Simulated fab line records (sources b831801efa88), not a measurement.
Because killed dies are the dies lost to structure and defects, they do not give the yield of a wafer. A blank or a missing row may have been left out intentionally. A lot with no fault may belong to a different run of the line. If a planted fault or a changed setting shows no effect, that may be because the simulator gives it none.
Which of the tools did it? + flow gf180mcu + 72 wafers from 24 lots sampled at 2 of the route's 602 steps

== WHAT THE GAUGES SHOWED, per wafer ==
GF_VT_IMPLANT_TW_MEAS_10. Usual: for VT_IMPLANT_TW the level is 566 and the standard deviation is 6.5.
| lot  | measured     | on            | VT_IMPLANT_TW | flag |
|------|--------------|---------------|---------------|------|
| L074 | day 5 15:45  | film_metro-03 | 572 573 575   |      |
| L075 | day 5 20:40  | film_metro-04 | 557 556 560   |      |
| L076 | day 6 01:23  | film_metro-03 | 574 576 574   |      |
| L077 | day 6 09:07  | film_metro-02 | 564 564 564   |      |
| L078 | day 6 14:39  | film_metro-03 | 574 570 576   |      |
| L079 | day 6 17:53  | film_metro-04 | 563 568 564   |      |
| L080 | day 7 04:22  | film_metro-03 | 570 575 570   |      |
| L081 | day 7 08:43  | film_metro-03 | 572 578 575   |      |
| L082 | day 7 16:06  | film_metro-04 | 566 560 560   |      |
| L083 | day 7 22:48  | film_metro-04 | 559 562 560   |      |
| L084 | day 8 11:56  | film_metro-04 | 556 559 557   |      |
| L085 | day 8 21:59  | film_metro-02 | 562 557 561   |      |
| L086 | day 9 02:13  | film_metro-02 | 563 569 563   |      |
| L087 | day 9 02:51  | film_metro-03 | 574 572 574   |      |
| L088 | day 9 05:16  | film_metro-03 | 572 573 576   |      |
| L089 | day 9 14:50  | film_metro-03 | 574 572 572   |      |
| L090 | day 9 15:46  | film_metro-02 | 561 565 564   |      |
| L091 | day 10 02:56 | film_metro-02 | 565 562 560   |      |
| L092 | day 10 04:58 | film_metro-04 | 559 559 557   |      |
| L093 | day 10 11:46 | film_metro-03 | 575 574 573   |      |
| L094 | day 10 18:49 | film_metro-02 | 564 563 564   |      |
| L095 | day 11 02:01 | film_metro-02 | 561 566 561   |      |
| L096 | day 11 05:46 | film_metro-02 | 565 564 562   |      |
| L097 | day 11 12:26 | film_metro-02 | 562 562 563   |      |

GF_VT_IMPLANT_OVL_MEAS_40. Usual: for VT_IMPLANT_03_OVL the level is 1.1 nm and the standard deviation is 1.4.
| lot  | measured     | on         | VT_IMPLANT_03_OVL (nm) | flag |
|------|--------------|------------|------------------------|------|
| L074 | day 7 13:21  | overlay-02 | 0.7 0.1 -1.0           |      |
| L075 | day 7 18:43  | overlay-01 | 2.3 0.7 2.4            |      |
| L076 | day 7 22:59  | overlay-02 | 2.4 3.4 1.8            |      |
| L077 | day 8 08:19  | overlay-01 | -1.9 -0.7 -1.8         |      |
| L078 | day 8 13:36  | overlay-01 | 1.2 0.7 0.3            |      |
| L079 | day 8 16:41  | overlay-02 | 2.3 1.0 1.4            |      |
| L080 | day 9 04:59  | overlay-02 | -1.1 -2.1 -1.7         |      |
| L081 | day 9 09:40  | overlay-01 | 1.5 2.2 0.5            |      |
| L082 | day 9 17:50  | overlay-01 | 2.7 3.0 3.4            |      |
| L083 | day 10 02:20 | overlay-02 | 1.0 0.8 0.6            |      |
| L084 | day 10 16:08 | overlay-01 | 3.3 1.2 1.7            |      |
| L085 | day 11 03:34 | overlay-01 | 1.0 0.8 1.8            |      |
| L086 | day 11 06:41 | overlay-01 | 1.4 1.0 0.9            |      |
| L087 | day 11 09:17 | overlay-01 | 3.0 1.9 1.1            |      |
| L088 | day 11 10:43 | overlay-01 | 0.1 1.6 1.4            |      |
| L089 | day 11 21:02 | overlay-01 | 2.2 1.4 0.9            |      |
| L090 | day 11 22:47 | overlay-01 | 0.7 0.5 0.0            |      |
| L091 | day 12 08:41 | overlay-02 | -0.4 0.4 -0.6          |      |
| L092 | day 12 11:20 | overlay-01 | 1.0 1.5 2.6            |      |
| L093 | day 12 19:26 | overlay-01 | 2.1 2.1 1.2            |      |
| L094 | day 13 01:38 | overlay-02 | -0.8 0.6 2.0           |      |
| L095 | day 13 09:50 | overlay-01 | 0.5 -0.3 -1.2          |      |
| L096 | day 13 14:11 | overlay-02 | 2.4 2.7 1.7            |      |
| L097 | day 13 20:46 | overlay-02 | 2.6 3.3 2.1            |      |

== EACH LOT AND THE TOOL THAT RAN IT (in order: tool; ch and the chambers of the sampled wafers; start) ==
No process step before these readings appears in the record.

== WHAT THE TOOLS THEMSELVES READ (means of the sampled wafers that have a number; where no wafer has one, the mark that the record gives instead) ==
The record holds no such reading with a usual standard deviation.

== THE ANSWER, worked out from the rows above alone ==
Rule: lot off if the mean of its wafers having a number is beyond 3 standard deviations from the usual mean. A lot without any number at a reading at which 4 lots or more have one is off too. The other lots that the step has rows for count as sound. Order of review: gauges by route order, followed by the tools' own readings, for which a lot's mean as printed above is used. The first step at which some lot is off is used, and at that step the reading that is off furthest; a lot without a number counts as furthest.
Nothing can be told from this: no lot is off at any reading shown.

== WHAT THE SIMULATOR HAD INSERTED ==
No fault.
